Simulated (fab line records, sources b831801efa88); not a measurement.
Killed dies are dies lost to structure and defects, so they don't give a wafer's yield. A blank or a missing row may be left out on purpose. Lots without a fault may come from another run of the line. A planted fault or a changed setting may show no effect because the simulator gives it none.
Problem report in the 8D (eight disciplines) form, filled by code | flow sfq_line | the parts of the form that need people (team, actions taken, sign-off) are left out

1. THE PROBLEM
M8_AU_RS at SFQ_M8_RS_MEAS_949 reads a mean of 0.1128 ohm/sq on 3 wafers of 3 lots; wafers without a fault read 0.1538 ohm/sq with a standard deviation of 0.0014. That is -29 standard deviations from the usual mean.
The step: measures by four-point-probe.
First seen on wafer L994.6, day 81 05:38, on film_metro-02. The record holds 43 wafers of 15 lots with a number at this step. Rule for "out", or "out of limits": more than 4 standard deviations from the usual mean. The other wafers with a number count as sound.

2. WHAT IT IS AND WHAT IT IS NOT
question                    | is                                          | is not
which readings at this step | M8_AU_RS                                    | -
which lots                  | L994, L996, L998                            | L101, L979, L980, L981, L982, L984, L985, L986, L987, L988, L992, L993
which wafers of those lots  | L994.6, L996.3, L998.3                      | L994.5, L996.1, L996.2, L998.5
read on which gauges        | film_metro-01, film_metro-02, film_metro-04 | -
when                        | from day 81 05:38                           | up to then (34 sound wafers); but 6 sound wafers of L101, L996, L998 came after

3. SUSPECTS, AND WHAT RULES EACH OUT
Counting: a tool at a process step up to the reading stays a suspect if it ran every lot that is out. Sound lots after the first of them don't rule it out here, since some wafers of a struck lot are sound.
- the gauge at SFQ_M8_RS_MEAS_949: ruled out. The wafers that are out were read on 3 gauges (film_metro-01, film_metro-02, film_metro-04).
- pvd_sputter-02 at SFQ_TRILAYER_M8_DEP_EVAP_196 (material Au, target thk 180 nm, time 900 s): kept. It ran every lot that is out, first L994 (day 81 05:18); its last sound lot up to then is L992 (day 80 18:15).
Left after counting: pvd_sputter-02 at SFQ_TRILAYER_M8_DEP_EVAP_196.

4. THE CAUSE (what the simulator had put in)
Process parameter drift: pvd_sputter-02, from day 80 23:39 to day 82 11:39, at SFQ_TRILAYER_M8_DEP_EVAP_196. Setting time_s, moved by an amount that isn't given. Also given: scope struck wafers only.
Counting left only this tool.

5. THE CHAIN OF EFFECTS, in route order
Each row: a reading whose mean over the struck wafers that have a number lies more than 3 standard deviations from the usual. Only readings for which the record gives a usual standard deviation are gone through. hours: the time from each lot's start at the first step in this table that gives one to its start at this step, as a median over the lots. sigmas: the change in usual standard deviations.
hours | step                | reading   | usual         | on struck wafers | change  | sigmas
0     | SFQ_M8_RS_MEAS_949  | M8_AU_RS  | 0.1538 ohm/sq | 0.1128           | -0.0410 | -29
0     | SFQ_M8_THK_MEAS_950 | M8_AU_THK | 176.6 nm      | 239.5            | +62.9   | +37

6. WHAT WOULD HAVE CAUGHT IT SOONER
In this record the first reading out of limits at a measuring or inspecting step was taken at day 81 05:38, 6 hours after the fault began at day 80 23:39.
Of the lots that are out (3), L996, L998 began SFQ_TRILAYER_M8_DEP_EVAP_196 on pvd_sputter-02 after day 81 05:38. A hold on the tool at that time would have spared those 2.
